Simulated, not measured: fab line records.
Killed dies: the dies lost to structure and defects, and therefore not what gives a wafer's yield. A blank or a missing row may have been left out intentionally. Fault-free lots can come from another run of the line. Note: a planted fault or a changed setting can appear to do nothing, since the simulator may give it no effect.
Which tool was responsible? ; flow gf180mcu ; 14 lots with 41 wafers sampled at 4 steps, on a route of 602 steps

## WHAT THE GAUGES SHOWED, per wafer
GF_V4_THK_MEAS_25: measures by xrf. Usual: V4_W_THK gives 358 nm (standard deviation 6.6).
lot;measured;on;V4_W_THK (nm);flag
L611;day 25 07:24;film_metro-04;353 357 352;
L612;day 25 17:49;film_metro-04;354 354 353;
L613;day 25 18:44;film_metro-03;355 353 357;
L614;day 26 00:10;film_metro-04;354 352 357;
L617;day 27 03:57;film_metro-03;350 355;
L619;day 27 17:41;film_metro-03;360 372 372;
L622;day 28 19:58;film_metro-03;355 350 351;
L625;day 30 14:28;film_metro-03;357 368 367;
L626;day 30 14:54;film_metro-04;354 359 353;
L627;day 31 03:36;film_metro-02;356 360 359;
L628;day 31 05:05;film_metro-03;357 358 357;
L630;day 31 15:34;film_metro-03;353 354 358;
L631;day 31 15:55;film_metro-04;365 373 376;
L629;day 31 16:16;film_metro-04;379 365 366;

## WHICH TOOL RAN EACH LOT (tool, then ch and the chambers of the sampled wafers, then the start)
lot;GF_V4_CMP_04;GF_V4_ETCH_17;GF_V4_SPUTTER_21
L611;cmp-01 ch 1,2,3, day 24 08:07;rie_diel-01 ch 0,1,3, day 25 07:03 or earlier;pvd_sputter-02, day 25 07:03
L612;cmp-02 ch 1,2,3, day 24 18:39;rie_diel-01 ch 0,1,2, day 25 17:29 or earlier;pvd_sputter-01, day 25 17:29
L613;cmp-02 ch 0,3, day 24 19:32;rie_diel-04 ch 0,2, day 25 18:24 or earlier;pvd_sputter-04, day 25 18:24
L614;cmp-02 ch 0,1, day 25 01:12;rie_diel-04 ch 2,3, day 25 23:47 or earlier;pvd_sputter-02, day 25 23:47
L617;cmp-02 ch 2,3, day 26 05:44;rie_diel-01 ch 0,2, day 27 03:36 or earlier;pvd_sputter-04, day 27 03:36
L619;cmp-02 ch 0,1,2, day 26 19:52;rie_diel-03 ch 0,3, day 27 17:20 or earlier;pvd_sputter-01, day 27 17:20
L622;cmp-01 ch 1,2,3, day 27 23:30;rie_diel-03 ch 2,3, day 28 19:37 or earlier;pvd_sputter-04, day 28 19:37
L625;cmp-02 ch 0,1,3, day 29 18:18;rie_diel-04 ch 0,1,2, day 30 14:08 or earlier;pvd_sputter-04, day 30 14:08
L626;cmp-01 ch 0,2,3, day 29 19:38;rie_diel-01 ch 0,2,3, day 30 14:33 or earlier;pvd_sputter-01, day 30 14:33
L627;cmp-01 ch 0,1,2, day 30 08:02;rie_diel-04 ch 0,2, day 31 03:16 or earlier;pvd_sputter-02, day 31 03:16
L628;cmp-01 ch 0,1,2, day 30 10:49;rie_diel-04 ch 0,1,2, day 31 04:44 or earlier;pvd_sputter-01, day 31 04:44
L630;cmp-01 ch 1,3, day 30 20:55;rie_diel-04 ch 0,1,2, day 31 15:14 or earlier;pvd_sputter-02, day 31 15:14
L631;cmp-02 ch 0,1,2, day 30 21:01;rie_diel-01 ch 0,1,2, day 31 15:35 or earlier;pvd_sputter-04, day 31 15:35
L629;cmp-02 ch 2,3, day 30 21:35;rie_diel-03 ch 0,3, day 31 15:56 or earlier;pvd_sputter-04, day 31 15:56
- GF_V4_CMP_04: polishes SiO2.
- GF_V4_ETCH_17: etches SiO2 in C4F8/O2/Ar, stops on TiN, target depth 630 nm.
- GF_V4_SPUTTER_21: material Ti, target thk 15 nm, time 80.02 s.

## WHAT THE TOOLS THEMSELVES READ (means of the sampled wafers that have a number; where no wafer has one, the mark that the record gives instead)
GF_V4_CMP_04. Usual: edge_zone_pressure_frac 1.000, standard deviation 0.0051; motor_current_A 11.7 A, standard deviation 1.6; platen_rpm 60.00 rpm, standard deviation 0.04; time_to_endpoint_s 82 s, standard deviation 6.
lot;tool;edge_zone_pressure_frac;motor_current_A (A);platen_rpm (rpm);time_to_endpoint_s (s);flag
L611;cmp-01;0.997;11.3;59.96;78;
L612;cmp-02;1.000;12.8;59.99;76;
L613;cmp-02;1.005;11.6;60.01;72;
L614;cmp-02;0.995;13.7;60.04;85;
L617;cmp-02;0.994;12.0;59.97;83;
L619;cmp-02;1.002;12.8;59.99;90;
L622;cmp-01;1.002;11.4;59.97;88;
L625;cmp-02;0.996;12.5;60.01;79;
L626;cmp-01;1.000;10.9;60.03;85;
L627;cmp-01;0.999;11.5;59.97;88;
L628;cmp-01;1.001;11.6;60.00;82;
L630;cmp-01;1.000;10.1;60.01;87;
L631;cmp-02;0.999;13.0;60.03;81;
L629;cmp-02;1.001;12.3;59.99;78;

GF_V4_ETCH_17. Usual: bias_w 1200 W, standard deviation 3.5; oes_product_au 0.856 a.u., standard deviation 0.0048.
lot;tool;bias_w (W);oes_product_au (a.u.);flag
L611;rie_diel-01;1204;0.857;
L612;rie_diel-01;1196;0.856;
L613;rie_diel-04;1197;0.851;
L614;rie_diel-04;1199;0.857;
L617;rie_diel-01;1199;0.885;OFF
L619;rie_diel-03;1201;0.877;OFF
L622;rie_diel-03;1203;0.854;
L625;rie_diel-04;1199;0.855;
L626;rie_diel-01;1202;0.859;
L627;rie_diel-04;1198;0.858;
L628;rie_diel-04;1201;0.857;
L630;rie_diel-04;1203;0.855;
L631;rie_diel-01;1203;0.853;
L629;rie_diel-03;1202;0.855;

GF_V4_SPUTTER_21. Usual: 29.6 % for throttle_valve_pct, sd 1.2.
lot;tool;throttle_valve_pct (%);flag
L611;pvd_sputter-02;28.6;
L612;pvd_sputter-01;30.0;
L613;pvd_sputter-04;30.2;
L614;pvd_sputter-02;28.0;
L617;pvd_sputter-04;29.5;
L619;pvd_sputter-01;29.7;
L622;pvd_sputter-04;30.8;
L625;pvd_sputter-04;30.2;
L626;pvd_sputter-01;30.1;
L627;pvd_sputter-02;29.2;
L628;pvd_sputter-01;28.7;
L630;pvd_sputter-02;28.4;
L631;pvd_sputter-04;30.1;
L629;pvd_sputter-04;30.3;

## THE ANSWER, worked out from the rows above alone
Rule: lot off if the mean of its wafers having a number is beyond 3 standard deviations from the usual mean. Also off: a lot with no number at a reading for which 4 or more lots have one. The other lots that the step has rows for count as sound. Order of review: gauges by route order, followed by the tools' own readings, for which a lot's mean as printed above is used. The first step at which some lot is off is used, and at that step the reading that is off furthest; a lot without a number counts as furthest.
Off: L617, L619 (GF_V4_ETCH_17, oes_product_au).
A tool fits if, at that step or a process step before it, it ran every lot that is off, and no sound lot after the first of them. Because GF_V4_ETCH_17 lacks a start for some lots, the hours and order of its lots are taken from GF_V4_SPUTTER_21. Of those tried, none fits.

## WHAT THE SIMULATOR PUT IN
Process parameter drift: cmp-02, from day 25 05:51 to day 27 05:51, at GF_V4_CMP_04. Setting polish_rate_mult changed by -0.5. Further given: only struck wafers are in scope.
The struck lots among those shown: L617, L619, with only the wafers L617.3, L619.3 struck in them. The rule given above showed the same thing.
